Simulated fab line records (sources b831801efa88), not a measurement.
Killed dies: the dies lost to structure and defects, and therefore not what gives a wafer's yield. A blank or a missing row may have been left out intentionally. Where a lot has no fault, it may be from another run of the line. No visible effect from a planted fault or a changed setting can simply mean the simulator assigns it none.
Split-lot trial :: flow sky130 :: 23 wafers read from 5 lots, route of 708 steps

## ON THE SPLIT
At SKY_VT_ADJUST_PCH_COAT_02 (resist thk 3000 nm), the setting spin rpm was moved away from the recipe's 2000 rpm on 6 of the 23 wafers read, by -7.2% to +4.7%. The other wafers ran this setting at the recipe's value.

The reading is taken at the split's own step.

## THE READING
coat_of_VT_ADJUST_PCH_COAT_02.thk nm (the simulator's own value, which no gauge read), in nm, at SKY_VT_ADJUST_PCH_COAT_02 (resist thk 3000 nm). The file does not state a usual value for it. Across the 17 wafers here that went through the recipe, the average is 2995 nm and the standard deviation 7.9 nm.

wafer: L074.2
tool, chamber at the split: litho track-02, 0
spin rpm as run, rpm: 2000
against the recipe: recipe
coat_of_VT_ADJUST_PCH_COAT_02.thk nm, nm: 3000
against lot-mates on the recipe: -

wafer: L074.3
tool, chamber at the split: litho track-02, 0
spin rpm as run, rpm: 2000
against the recipe: recipe
coat_of_VT_ADJUST_PCH_COAT_02.thk nm, nm: 3001
against lot-mates on the recipe: -

wafer: L074.4
tool, chamber at the split: litho track-02, 0
spin rpm as run, rpm: 2000
against the recipe: recipe
coat_of_VT_ADJUST_PCH_COAT_02.thk nm, nm: 2992
against lot-mates on the recipe: -

wafer: L075.1
tool, chamber at the split: litho track-03, 0
spin rpm as run, rpm: 2000
against the recipe: recipe
coat_of_VT_ADJUST_PCH_COAT_02.thk nm, nm: 2998
against lot-mates on the recipe: -

wafer: L075.2
tool, chamber at the split: litho track-03, 0
spin rpm as run, rpm: 2000
against the recipe: recipe
coat_of_VT_ADJUST_PCH_COAT_02.thk nm, nm: 2987
against lot-mates on the recipe: -

wafer: L075.3
tool, chamber at the split: litho track-03, 0
spin rpm as run, rpm: 2000
against the recipe: recipe
coat_of_VT_ADJUST_PCH_COAT_02.thk nm, nm: 3002
against lot-mates on the recipe: -

wafer: L075.5
tool, chamber at the split: litho track-03, 0
spin rpm as run, rpm: 2000
against the recipe: recipe
coat_of_VT_ADJUST_PCH_COAT_02.thk nm, nm: 2988
against lot-mates on the recipe: -

wafer: L075.6
tool, chamber at the split: litho track-03, 0
spin rpm as run, rpm: 2000
against the recipe: recipe
coat_of_VT_ADJUST_PCH_COAT_02.thk nm, nm: 2999
against lot-mates on the recipe: -

wafer: L080.1
tool, chamber at the split: litho track-02, 0
spin rpm as run, rpm: 2094
against the recipe: +4.7%
coat_of_VT_ADJUST_PCH_COAT_02.thk nm, nm: 2929
against lot-mates on the recipe: -68

wafer: L080.5
tool, chamber at the split: litho track-02, 0
spin rpm as run, rpm: 2094
against the recipe: +4.7%
coat_of_VT_ADJUST_PCH_COAT_02.thk nm, nm: 2929
against lot-mates on the recipe: -68

wafer: L080.2
tool, chamber at the split: litho track-02, 0
spin rpm as run, rpm: 2000
against the recipe: recipe
coat_of_VT_ADJUST_PCH_COAT_02.thk nm, nm: 2988
against lot-mates on the recipe: -

wafer: L080.3
tool, chamber at the split: litho track-02, 0
spin rpm as run, rpm: 2094
against the recipe: +4.7%
coat_of_VT_ADJUST_PCH_COAT_02.thk nm, nm: 2924
against lot-mates on the recipe: -74

wafer: L080.4
tool, chamber at the split: litho track-02, 0
spin rpm as run, rpm: 2000
against the recipe: recipe
coat_of_VT_ADJUST_PCH_COAT_02.thk nm, nm: 3007
against lot-mates on the recipe: -

wafer: L083.1
tool, chamber at the split: litho track-02, 0
spin rpm as run, rpm: 2000
against the recipe: recipe
coat_of_VT_ADJUST_PCH_COAT_02.thk nm, nm: 2995
against lot-mates on the recipe: -

wafer: L083.2
tool, chamber at the split: litho track-02, 0
spin rpm as run, rpm: 2000
against the recipe: recipe
coat_of_VT_ADJUST_PCH_COAT_02.thk nm, nm: 2985
against lot-mates on the recipe: -

wafer: L083.3
tool, chamber at the split: litho track-02, 0
spin rpm as run, rpm: 2000
against the recipe: recipe
coat_of_VT_ADJUST_PCH_COAT_02.thk nm, nm: 2997
against lot-mates on the recipe: -

wafer: L083.5
tool, chamber at the split: litho track-02, 0
spin rpm as run, rpm: 2000
against the recipe: recipe
coat_of_VT_ADJUST_PCH_COAT_02.thk nm, nm: 2989
against lot-mates on the recipe: -

wafer: L083.6
tool, chamber at the split: litho track-02, 0
spin rpm as run, rpm: 2000
against the recipe: recipe
coat_of_VT_ADJUST_PCH_COAT_02.thk nm, nm: 2976
against lot-mates on the recipe: -

wafer: L085.1
tool, chamber at the split: litho track-03, 0
spin rpm as run, rpm: 1856
against the recipe: -7.2%
coat_of_VT_ADJUST_PCH_COAT_02.thk nm, nm: 3130
against lot-mates on the recipe: +128

wafer: L085.2
tool, chamber at the split: litho track-03, 0
spin rpm as run, rpm: 2000
against the recipe: recipe
coat_of_VT_ADJUST_PCH_COAT_02.thk nm, nm: 3004
against lot-mates on the recipe: -

wafer: L085.3
tool, chamber at the split: litho track-03, 0
spin rpm as run, rpm: 2000
against the recipe: recipe
coat_of_VT_ADJUST_PCH_COAT_02.thk nm, nm: 3001
against lot-mates on the recipe: -

wafer: L085.4
tool, chamber at the split: litho track-03, 0
spin rpm as run, rpm: 1856
against the recipe: -7.2%
coat_of_VT_ADJUST_PCH_COAT_02.thk nm, nm: 3119
against lot-mates on the recipe: +116

wafer: L085.6
tool, chamber at the split: litho track-03, 0
spin rpm as run, rpm: 1856
against the recipe: -7.2%
coat_of_VT_ADJUST_PCH_COAT_02.thk nm, nm: 3116
against lot-mates on the recipe: +114

THE FIT
A straight line over all 23 wafers: coat_of_VT_ADJUST_PCH_COAT_02.thk nm changes by -16.6 nm for each +1% of spin rpm; r = -0.99; the points scatter about the line by 8.7 nm.
The same after taking each lot's own level away (the mean of its wafers on the recipe; 23 wafers): -16 nm for each +1%; r = -0.99; scatter 6.6 nm.
On that fit, the largest move of spin rpm shifts the reading by 1.2e+02 nm.
From 2988.4 to 3002.5 nm: that is the span of the lots' own levels, equal to 1.8 times the standard deviation above.
Consequently the slope shifts little with the lot-to-lot level, the two slopes agreeing.
Check: +113 nm against its lot-mates is what the line predicts for one of the wafers moved furthest among these (-7.2%) when that wafer is left out of the fit. It came out at +128 nm against them.

## OTHER SPLITS APPLIED TO THESE WAFERS
Note: prior to the reading, these wafers also went through further splits. Each is held against what the fit with the lots' levels taken away leaves over:
other split on the same wafers: SKY_DNWELL_COAT_02 resist thk nm
wafers away from the commonest value: 8
r with coat_of_VT_ADJUST_PCH_COAT_02.thk nm (lot level and that fit taken away): -0.12

other split on the same wafers: SKY_NWELL_IMPLANT_24 energy kev
wafers away from the commonest value: 8
r with coat_of_VT_ADJUST_PCH_COAT_02.thk nm (lot level and that fit taken away): +0.04

other split on the same wafers: SKY_VT_ADJUST_HVTP_COAT_02 resist thk nm
wafers away from the commonest value: 5
r with coat_of_VT_ADJUST_PCH_COAT_02.thk nm (lot level and that fit taken away): -0.21

other split on the same wafers: SKY_VT_ADJUST_HVTP_IMPLANT_09 dose cm2
wafers away from the commonest value: 11
r with coat_of_VT_ADJUST_PCH_COAT_02.thk nm (lot level and that fit taken away): +0.00

other split on the same wafers: SKY_VT_ADJUST_LVTN_IMPLANT_08 energy kev
wafers away from the commonest value: 7
r with coat_of_VT_ADJUST_PCH_COAT_02.thk nm (lot level and that fit taken away): -0.05

other split on the same wafers: SKY_VT_ADJUST_LVTN_COAT_13 resist thk nm
wafers away from the commonest value: 6
r with coat_of_VT_ADJUST_PCH_COAT_02.thk nm (lot level and that fit taken away): +0.14

other split on the same wafers: SKY_VT_ADJUST_LVTN_STRIP_20 o2 flow sccm
wafers away from the commonest value: 2
r with coat_of_VT_ADJUST_PCH_COAT_02.thk nm (lot level and that fit taken away): -0.34

other split on the same wafers: SKY_VT_ADJUST_HVTR_IMPLANT_09 dose cm2
wafers away from the commonest value: 8
r with coat_of_VT_ADJUST_PCH_COAT_02.thk nm (lot level and that fit taken away): -0.19

## THE WHOLE CHAIN: every reading that the file lists as answering this split, in the file's order
step: SKY_VT_ADJUST_PCH_COAT_02
what it does: resist thk 3000 nm
reading: coat_of_VT_ADJUST_PCH_COAT_02.thk nm (the simulator's own value, which no gauge read)
change (the file's fit): -16 nm for each +1% of the setting
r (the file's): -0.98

step: SKY_VT_ADJUST_PCH_STRIP_09
what it does: strips in O2/N2
reading: strip time to endpoint s
change (the file's fit): withheld for each +1% of the setting
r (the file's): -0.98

## FILE'S OWN FIT
coat_of_VT_ADJUST_PCH_COAT_02.thk nm changes by -16 nm for each +1% of spin rpm, r = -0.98.
